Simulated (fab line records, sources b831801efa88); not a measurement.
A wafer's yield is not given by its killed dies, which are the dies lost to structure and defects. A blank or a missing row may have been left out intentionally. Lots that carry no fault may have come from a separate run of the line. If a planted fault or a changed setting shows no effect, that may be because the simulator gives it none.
fab line records + flow sky130
record
- lots=4
- wafers=12
- last_day=50
route steps=708 shown VIA3@588 METAL4@598 CAP2M@603 PAD_OPEN@708
lots that met no fault: from a run of the same line without faults
start_h: the number of hours between the record's first day and the start of the first shown wafer of the lot + wait_h: hours elapsed since this lot's preceding step + " repeats the value in the row above + L1.1+2: one row covering several wafers at once + - either no value or no given start + * or withheld: withheld + < > ~ a bound
route shown NAME@n: NAME is a module with steps in the file, n the number in the route of the first one + usual: mean/standard deviation of fault-free wafers + same: alike in all rows + chamber/n: place in a boat + sites: each site's reading + _std_site: their standard deviation + _edge_site: outer sites' mean less inner sites' + radius_mm: how far each site lies from the wafer's centre + mask NAME#n: copy n + behind: the tool/chamber that last shaped the wafer + hold: why the lot went on hold/how many hours it stayed there/how the hold came to an end + device: names the non-switching transistor (n, p or np) + end of line: the same wafers' tests at the end of the route + step lacking rows: just its recipe + killed: dies lost to structure and defects at the first sort, not the wafer's yield + map: a wafer's dies, x killed, . not, _ none there
set.NAME: the setting the step ran with; set.NAME@STEP: the setting that earlier step ran with + model.NAME: the simulator's own value behind a step, which no gauge read
lots at selected steps of the route; one table per step, one row per wafer
services: when a tool's chamber went out of use (start_h, in hours from the record's first day, below 0 if earlier), for how many hours, and the reason
## steps
# step SKY_VIA3_ETCH_15
# recipe
- target=SiO2
- chemistry=C4F8/O2/Ar
- target_depth_nm=507
- stop_on=TiN
- mask_material=KrF-thick
- source_w=1500
- bias_w=1200
- pressure_mtorr=40
- c4f8_flow_sccm=withheld
- O2_flow_sccm=6
- Ar_flow_sccm=300
- time_s=78
# step SKY_VIA3_STRIP_16
# recipe
- chemistry=O2/N2
- power_w=1400
- pressure_mtorr=1500
- platen_temp_c=withheld
- o2_flow_sccm=3000
- n2_flow_sccm=300
- overash_fraction=0.5
# step SKY_VIA3_STRIP_17
# recipe
- chemistry=post_etch_residue_remover
- time_s=1200
- temp_c=72.5
# step SKY_VIA3_CLEAN_18
# recipe
- chemistry=IPA
- time_s=180
- temp_c=25
# step SKY_VIA3_CLEAN_19
# recipe
- chemistry=O3/DIW
- dry=n2_spin
# step SKY_VIA3_SPUTTER_20
# recipe
- material=TiN
- target_thk_nm=20
- chamber_pressure_pa=5
- power_w=4000
- time_s=80
# step SKY_VIA3_CVD_21
# recipe
- material=W
- target_thk_nm=390
- time_s=117.31
- temp_c=400
- pressure_torr=40
# step SKY_VIA3_CMP_24
# recipe
- stop_on=SiO2
- t_overpolish_s=20
- down_force_psi=3.5
- platen_rpm=60
- target_thk_nm=0
- pad_velocity_m_s=0.94248
# step SKY_METAL4_SPUTTER_00
# recipe
- material=Ti
- target_thk_nm=15
- power_w=3000
- time_s=10
- chamber_pressure_pa=0.4
# step SKY_METAL4_SPUTTER_01
# recipe
- material=TiN
- target_thk_nm=20
- power_w=6500
- time_s=16.7
- chamber_pressure_pa=0.4
# step SKY_METAL4_SPUTTER_02
# recipe
- material=AlCu
- target_thk_nm=735
- power_w=10600
- time_s=39.1
- chamber_pressure_pa=0.4
# usual
- chamber_pressure_pa=0.4000/0.00076
- throttle_valve_pct=30.4/0.77
| lot.wafer | tool           | chamber | start_h | wait_h | chamber_pressure_pa | throttle_valve_pct | model.AlCu_of_METAL4_SPUTTER_02.thk_nm |
|-----------|----------------|---------|---------|--------|---------------------|--------------------|----------------------------------------|
| L912.2    | pvd_sputter-02 | -       | 927.63  | 0.0    | 0.3999              | 31.6               | 736.3                                  |
| L912.3    | "              | -       | "       | "      | 0.3994              | 30.1               | 743.1                                  |
| L912.6    | "              | -       | "       | "      | 0.3998              | 30.2               | 738.2                                  |
| L928.1    | pvd_sputter-02 | -       | 1044.05 | 0.0    | 0.3628              | 31.8               | 749.5                                  |
| L928.3    | "              | -       | "       | "      | 0.3641              | 32.1               | 742.1                                  |
| L928.6    | "              | -       | "       | "      | 0.3629              | 33.3               | 746.7                                  |
| L934.1    | pvd_sputter-02 | -       | 1072.47 | 0.0    | 0.3631              | 31.9               | 747.8                                  |
| L934.4    | "              | -       | "       | "      | 0.3628              | 31.7               | 751.8                                  |
| L934.5    | "              | -       | "       | "      | 0.3653              | 32.9               | 751.2                                  |
| L935.1    | pvd_sputter-04 | -       | 1085.15 | 0.0    | 0.4014              | 30.8               | 732.2                                  |
| L935.4    | "              | -       | "       | "      | 0.4014              | 31.2               | 732.7                                  |
| L935.6    | "              | -       | "       | "      | 0.3993              | 29.7               | 738.1                                  |
# step SKY_METAL4_SPUTTER_03
# recipe
- material=Ti
- target_thk_nm=5
- power_w=3000
- time_s=3.3
- chamber_pressure_pa=0.4
# step SKY_METAL4_SPUTTER_04
# recipe
- material=TiN
- target_thk_nm=70
- power_w=6500
- time_s=58.3
- chamber_pressure_pa=0.4
# step SKY_CAP2M_CVD_00
# recipe
- material=SiO2
- target_thk_nm=15.5
- temp_c=400
- time_s=withheld
- rf_w=450
# step SKY_CAP2M_SPUTTER_02
# recipe
- material=TiN
- target_thk_nm=200
- temp_c=300
- power_w=6500
- time_s=166.7
- chamber_pressure_pa=0.4
# step SKY_CAP2M_DEHYDRATE_05
# recipe
- temp_c=200
- time_s=60
# step SKY_CAP2M_HMDS_06
# recipe
- prime_time_s=60
- prime_temp_c=120
# step SKY_CAP2M_COAT_07
# recipe
- resist=NOVOLAK
- spin_rpm=3000
- resist_thk_nm=1140
# step SKY_CAP2M_SOFTBAKE_08
# recipe
- temp_c=90
- time_s=60
- resist=NOVOLAK
# step SKY_CAP2M_EXPOSE_09
# recipe
- mask_id=CAP2M
- na=0.6
- source_shape=conventional
- sigma_outer=0.6
- polarization=unpolarized
- target_cd_nm=1000
- dose_mj=159
# step SKY_CAP2M_PEB_10
# recipe
- temp_c=withheld
- time_s=*
- resist=NOVOLAK
# step SKY_CAP2M_DEVELOP_11
# recipe
- resist=NOVOLAK
- developer=TMAH
- develop_time_s=60
- dev_temp_c=23
# step SKY_CAP2M_METAL_ETCH_13
# recipe
- target_depth_nm=220
- stop_on=SiO2
- chemistry=Cl2/BCl3
- target=TiN
- pressure_mtorr=10
- icp_w=900
- bias_w=48.5
- Cl2_flow_sccm=60
- bcl3_flow_sccm=30
- time_s=62.9
# step SKY_CAP2M_STRIP_14
# recipe
- chemistry=O2/N2
- power_w=1400
- pressure_mtorr=1500
- platen_temp_c=withheld
- o2_flow_sccm=3000
- n2_flow_sccm=300
- overash_fraction=0.5
# step SKY_CAP2M_STRIP_15
# recipe
- chemistry=post_etch_residue_remover
- time_s=1200
- temp_c=72.5
# step SKY_CAP2M_CLEAN_16
# recipe
- chemistry=IPA
- time_s=180
- temp_c=25
# step SKY_CAP2M_CLEAN_17
# recipe
- chemistry=O3/DIW
- dry=n2_spin
# step SKY_METAL4_DEHYDRATE_05
# recipe
- temp_c=200
- time_s=60
# step SKY_METAL4_HMDS_06
# recipe
- prime_time_s=60
- prime_temp_c=120
# step SKY_METAL4_COAT_07
# recipe
- resist=BARC
- temp_c=withheld
- time_s=withheld
- spin_rpm=3000
- resist_thk_nm=60
# step SKY_METAL4_COAT_08
# recipe
- resist=KrF-thick
- spin_rpm=3000
- resist_thk_nm=1140
# step SKY_METAL4_SOFTBAKE_09
# recipe
- temp_c=100
- time_s=90
- resist=KrF-thick
# step SKY_METAL4_EXPOSE_10
# recipe
- mask_id=MM4
- na=0.68
- source_shape=annular
- sigma_inner=0.4
- sigma_outer=0.8
- target_cd_nm=300
- dose_mj=28
# step SKY_METAL4_PEB_11
# recipe
- peb_temp_c=withheld
- peb_time_s=withheld
- resist=KrF-thick
# step SKY_METAL4_DEVELOP_12
# recipe
- develop_time_s=60
- resist=KrF-thick
- dev_temp_c=21
# step SKY_METAL4_METAL_ETCH_18
# recipe
- target_depth_a=8450
- stop_on=SiO2
- over_etch_frac=0.3
- time_s=183.1
- chemistry=Cl2/BCl3
- resist_sidewall_deg=88
- pressure_mtorr=10
- icp_w=900
- bias_w=48.5
- Cl2_flow_sccm=60
- bcl3_flow_sccm=30
# usual
- drypump_motor_current_A=5.88/0.24
- oes_product_au=0.865/0.0057
- throttle_valve_pct=22.265/0.0087
| lot.wafer | tool         | chamber | start_h | wait_h | drypump_motor_current_A | oes_product_au | rf_hours_counter_h | throttle_valve_pct | model.METAL4.feature_depth_nm | model.etch.depth_nm |
|-----------|--------------|---------|---------|--------|-------------------------|----------------|--------------------|--------------------|-------------------------------|---------------------|
| L912.2    | rie_metal-01 | 0       | 976.40  | 0.0    | 5.44                    | 0.872          | 18                 | 22.267             | 867.1                         | 867.1               |
| L912.3    | "            | 0       | "       | "      | 5.47                    | 0.879          | -                  | 22.276             | 873.5                         | 873.5               |
| L912.6    | "            | 0       | "       | "      | 5.51                    | 0.862          | -                  | 22.264             | 868.9                         | 868.9               |
| L928.1    | rie_metal-02 | 1       | 1088.64 | 0.0    | 5.81                    | 0.880          | 24                 | 22.265             | 880.8                         | 880.8               |
| L928.3    | "            | 1       | "       | "      | 5.81                    | 0.862          | -                  | 22.265             | 874                           | 874                 |
| L928.6    | "            | 0       | "       | "      | 5.61                    | 0.873          | -                  | 22.281             | 878.4                         | 878.4               |
| L934.1    | rie_metal-03 | 1       | 1114.06 | 0.0    | 5.98                    | 0.878          | 26                 | 22.250             | 879                           | 879                 |
| L934.4    | "            | 1       | "       | "      | 5.95                    | 0.877          | -                  | 22.247             | 883                           | 883                 |
| L934.5    | "            | 1       | "       | "      | 5.96                    | 0.871          | -                  | 22.253             | 882.1                         | 882.1               |
| L935.1    | rie_metal-03 | 1       | 1125.99 | 0.0    | 5.96                    | 0.867          | 28                 | 22.247             | 862.4                         | 862.4               |
| L935.4    | "            | 0       | "       | "      | 6.11                    | 0.863          | -                  | 22.256             | 862.7                         | 862.7               |
| L935.6    | "            | 1       | "       | "      | 5.96                    | 0.861          | -                  | 22.262             | 868.4                         | 868.4               |
# step SKY_PAD_OPEN_PROBE_99
# usual
- defect_limited_yield=82.8/1.9
- killed_at_M0_to_M3=42/6.9
- killed_at_M4_up=3.2/1.7
- killed_at_contacts=23/5.5
- killed_at_front_end=16/4
- killed_at_other=0.4/0.55
- killed_dies=85/9.2
- killed_on_rim=16/3.5
- killed_open=46/6.8
- killed_short=38/6.2
- sort_bin_3_pad_short=0.9/0.4
- sort_bin_5_function=10.2/1.5
- sort_bin_6_memory=6.2/1.1
- sort_n_pass=407/9.2
- sort_yield_pct=82.8/1.9
# same
- gross_dies=492
- killed_at_back_side=0
- sort_bin_4_leakage[%]=0
- sort_bin_8_speed[%]=0
| lot.wafer | tool      | chamber | start_h | wait_h | defect_limited_yield[%] | killed_at_M0_to_M3 | killed_at_M4_up | killed_at_contacts | killed_at_front_end | killed_at_other | killed_dies | killed_on_rim | killed_open | killed_short | sort_bin_3_pad_short[%] | sort_bin_5_function[%] | sort_bin_6_memory[%] | sort_n_pass | sort_yield_pct[%] | model.etest.met4.rs_ohm_sq |
|-----------|-----------|---------|---------|--------|-------------------------|--------------------|-----------------|--------------------|---------------------|-----------------|-------------|---------------|-------------|--------------|-------------------------|------------------------|----------------------|-------------|-------------------|----------------------------|
| L912.2    | prober-02 | -       | 1071.33 | 0.1    | 85.4                    | 29                 | 3               | 27                 | 13                  | 0               | 72          | 14            | 37          | 35           | 0.2                     | 8.9                    | 5.5                  | 420         | 85.4              | 0.04244                    |
| L912.3    | prober-02 | -       | 1071.38 | 0.2    | 85.4                    | 37                 | 2               | 17                 | 16                  | 0               | 72          | 16            | 40          | 32           | 0.2                     | 8.3                    | 6.1                  | 420         | 85.4              | 0.04218                    |
| L912.6    | prober-02 | -       | 1071.53 | 0.2    | 83.9                    | 45                 | 2               | 14                 | 17                  | 1               | 79          | 15            | 48          | 31           | 0.4                     | 10.2                   | 5.5                  | 413         | 83.9              | 0.04263                    |
| L928.1    | prober-02 | -       | 1171.11 | 0.1    | 81.5                    | 39                 | 4               | 29                 | 19                  | 0               | 91          | 22            | 48          | 42           | 1.4                     | 12.2                   | 4.9                  | 401         | 81.5              | 0.04202                    |
| L928.3    | prober-02 | -       | 1171.21 | 0.2    | 81.5                    | 37                 | 3               | 31                 | 20                  | 0               | 91          | 17            | 55          | 35           | 0.4                     | 11.6                   | 6.5                  | 401         | 81.5              | 0.04237                    |
| L928.6    | prober-02 | -       | 1171.36 | 0.2    | 81.7                    | 42                 | 3               | 24                 | 21                  | 0               | 90          | 16            | 34          | 55           | 1.6                     | 10.2                   | 6.5                  | 402         | 81.7              | 0.04187                    |
| L934.1    | prober-02 | -       | 1191.88 | 0.1    | 83.1                    | 45                 | 0               | 18                 | 20                  | 0               | 83          | 19            | 43          | 40           | 0.8                     | 9.1                    | 6.9                  | 409         | 83.1              | 0.04241                    |
| L934.4    | prober-02 | -       | 1192.03 | 0.2    | 82.1                    | 49                 | 1               | 23                 | 15                  | 0               | 88          | 12            | 50          | 38           | 0.8                     | 10.6                   | 6.5                  | 404         | 82.1              | 0.04164                    |
| L934.5    | prober-02 | -       | 1192.08 | 0.2    | 81.7                    | 47                 | 2               | 26                 | 15                  | 0               | 90          | 18            | 47          | 43           | 0.8                     | 11.0                   | 6.5                  | 402         | 81.7              | 0.04178                    |
| L935.1    | prober-01 | -       | 1200.66 | 0.1    | 84.6                    | 36                 | 2               | 20                 | 18                  | 0               | 76          | 14            | 40          | 36           | 1.4                     | 8.9                    | 5.1                  | 416         | 84.6              | 0.04301                    |
| L935.4    | prober-01 | -       | 1200.81 | 0.2    | 81.9                    | 33                 | 1               | 35                 | 19                  | 1               | 89          | 15            | 51          | 36           | 0.8                     | 10.6                   | 6.7                  | 403         | 81.9              | 0.04299                    |
| L935.6    | prober-01 | -       | 1200.91 | 0.2    | 83.9                    | 41                 | 1               | 18                 | 18                  | 1               | 79          | 15            | 44          | 35           | 1.2                     | 8.7                    | 6.1                  | 413         | 83.9              | 0.04249                    |
# killed by level:class
L912.2 LI_CONTACT:geometric_particle:open=10 CONTACT:geometric_particle:open=7 FIELD_ISO:geometric_particle:open=6 VIA1:geometric_particle:open=5 FIELD_ISO:geometric_particle:short=4 LI_CONTACT:geometric_particle:short=4 VIA3:geometric_particle:short=4 CONTACT:geometric_particle:short=3
L912.3 CONTACT:geometric_particle:open=7 VIA1:geometric_particle:open=7 VIA2:geometric_particle:open=7 FIELD_ISO:geometric_particle:short=6 FIELD_ISO:geometric_particle:open=5 VIA1:geometric_particle:short=5 VIA3:geometric_particle:open=4 LOCAL_INTERCONNECT:geometric_particle:short=4
L912.6 VIA1:geometric_particle:open=13 METAL2:geometric_particle:short=8 FIELD_ISO:geometric_particle:open=6 CONTACT:geometric_particle:open=6 VIA2:geometric_particle:open=5 POLY_GATE:geometric_particle:open=4 VIA3:geometric_particle:open=4 LI_CONTACT:geometric_particle:open=3
L928.1 CONTACT:geometric_particle:open=11 VIA1:geometric_particle:open=9 METAL2:geometric_particle:short=8 POLY_GATE:geometric_particle:open=7 LI_CONTACT:geometric_particle:open=7 POLY_GATE:geometric_particle:short=6 VIA3:geometric_particle:open=6 LOCAL_INTERCONNECT:geometric_particle:short=5
L928.3 CONTACT:geometric_particle:open=11 FIELD_ISO:geometric_particle:open=10 LI_CONTACT:geometric_particle:open=10 VIA1:geometric_particle:open=6 VIA2:geometric_particle:open=6 VIA3:geometric_particle:open=6 CONTACT:geometric_particle:short=5 VIA1:geometric_particle:short=5
L928.6 FIELD_ISO:geometric_particle:short=13 VIA1:geometric_particle:open=13 CONTACT:geometric_particle:open=9 LOCAL_INTERCONNECT:geometric_particle:short=8 VIA1:geometric_particle:short=7 VIA3:geometric_particle:short=6 METAL2:geometric_particle:short=5 VIA3:geometric_particle:open=5
L934.1 VIA3:geometric_particle:open=11 VIA1:geometric_particle:open=9 CONTACT:geometric_particle:open=7 POLY_GATE:geometric_particle:short=7 VIA1:geometric_particle:short=6 FIELD_ISO:geometric_particle:short=5 LI_CONTACT:geometric_particle:open=5 CONTACT:geometric_particle:short=4
L934.4 VIA1:geometric_particle:open=12 VIA3:geometric_particle:open=8 CONTACT:geometric_particle:open=7 METAL2:geometric_particle:short=7 VIA2:geometric_particle:open=7 CONTACT:geometric_particle:short=6 LI_CONTACT:geometric_particle:open=4 FIELD_ISO:geometric_particle:open=3
L934.5 VIA1:geometric_particle:open=14 CONTACT:geometric_particle:open=10 VIA1:geometric_particle:short=8 VIA3:geometric_particle:open=7 CONTACT:geometric_particle:short=6 FIELD_ISO:geometric_particle:short=5 LOCAL_INTERCONNECT:geometric_particle:short=4 METAL1:geometric_particle:short=4
L935.1 VIA1:geometric_particle:open=12 CONTACT:geometric_particle:open=8 FIELD_ISO:geometric_particle:open=6 FIELD_ISO:geometric_particle:short=6 LOCAL_INTERCONNECT:geometric_particle:short=5 METAL1:geometric_particle:short=4 POLY_GATE:geometric_particle:short=4 VIA3:geometric_particle:open=4
L935.4 LI_CONTACT:geometric_particle:open=11 CONTACT:geometric_particle:open=11 LOCAL_INTERCONNECT:geometric_particle:short=8 FIELD_ISO:geometric_particle:open=6 VIA3:geometric_particle:open=6 VIA1:geometric_particle:short=6 VIA2:geometric_particle:open=5 VIA1:geometric_particle:open=5
L935.6 CONTACT:geometric_particle:open=9 METAL1:geometric_particle:short=6 VIA1:geometric_particle:open=6 VIA2:geometric_particle:open=6 VIA3:geometric_particle:open=6 POLY_GATE:geometric_particle:open=5 METAL2:geometric_particle:short=5 FIELD_ISO:geometric_particle:short=4
## services
| tool           | chamber | start_h | hours | kind                   |
|----------------|---------|---------|-------|------------------------|
| rie_metal-03   | -       | 947.86  | 15.6  | pm                     |
| pvd_sputter-04 | 3       | 955.63  | -     | consumable_replace:kit |
| pvd_sputter-04 | 3       | 955.63  | 18.0  | scheduled_down         |
| pvd_sputter-04 | 3       | 955.63  | 18.0  | vent_cycle             |
| rie_metal-03   | -       | 972.78  | 0.2   | repair                 |
| rie_metal-03   | 0       | 1005.12 | 3.6   | repair                 |
| rie_metal-02   | -       | 1005.52 | 2.8   | pm                     |
| rie_metal-01   | 0       | 1047.41 | -     | clean                  |
| rie_metal-01   | 0       | 1047.41 | 21.0  | scheduled_down         |
| rie_metal-01   | 0       | 1047.41 | 21.0  | vent_cycle             |
| pvd_sputter-04 | 2       | 1072.84 | -     | consumable_replace:kit |
| pvd_sputter-04 | 2       | 1072.84 | 18.0  | scheduled_down         |
| pvd_sputter-04 | 2       | 1072.84 | 18.0  | vent_cycle             |
| rie_metal-01   | -       | 1073.72 | 1.0   | repair                 |
| pvd_sputter-02 | 3       | 1100.34 | -     | consumable_replace:kit |
| pvd_sputter-02 | 3       | 1100.34 | 18.0  | scheduled_down         |
| pvd_sputter-02 | 3       | 1100.34 | 18.0  | vent_cycle             |
| rie_metal-01   | -       | 1101.72 | 0.8   | repair                 |
| rie_metal-03   | 0       | 1106.89 | -     | clean                  |
| rie_metal-03   | 0       | 1106.89 | 14.1  | scheduled_down         |
| rie_metal-03   | 0       | 1106.89 | 14.1  | vent_cycle             |
| pvd_sputter-04 | 1       | 1115.09 | -     | consumable_replace:kit |
| pvd_sputter-04 | 1       | 1115.09 | 18.0  | scheduled_down         |
| pvd_sputter-04 | 1       | 1115.09 | 18.0  | vent_cycle             |
## key
first_sign
- step=SKY_METAL4_SPUTTER_02
- reading=chamber_pressure_pa
- direction=down
- sigmas=48
- usual=0.4000
- struck=0.3635
effect
- step=SKY_METAL4_SPUTTER_02
- reading=throttle_valve_pct
- direction=up
- sigmas=2.5
- usual=30.4
- struck=32.3
- wafers_moved=3
model_effect
- step=SKY_METAL4_SPUTTER_02
- value=AlCu_of_METAL4_SPUTTER_02.thk_nm
- without=733.8
- struck=748.2
model_effect
- step=SKY_METAL4_METAL_ETCH_18
- value=METAL4.feature_depth_nm
- without=865.1
- struck=879.5
model_effect
- step=SKY_PAD_OPEN_PROBE_99
- value=etest.met4.rs_ohm_sq
- without=0.04285
- struck=0.04202
met_at SKY_METAL4_SPUTTER_02
struck_wafers L928.1,L928.3,L928.6,L934.1,L934.4,L934.5
onset_between 927.63 1044.05
fault
- kind=process_parameter_drift
- tool=pvd_sputter-02
- chamber=-
- onset_h=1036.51
- steps=SKY_METAL4_SPUTTER_02
- channel=chamber_pressure_pa
- offset=-0.036996
- shape=step
- end_h=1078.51
- acts_in=these_recipes_only
- stated=0.4
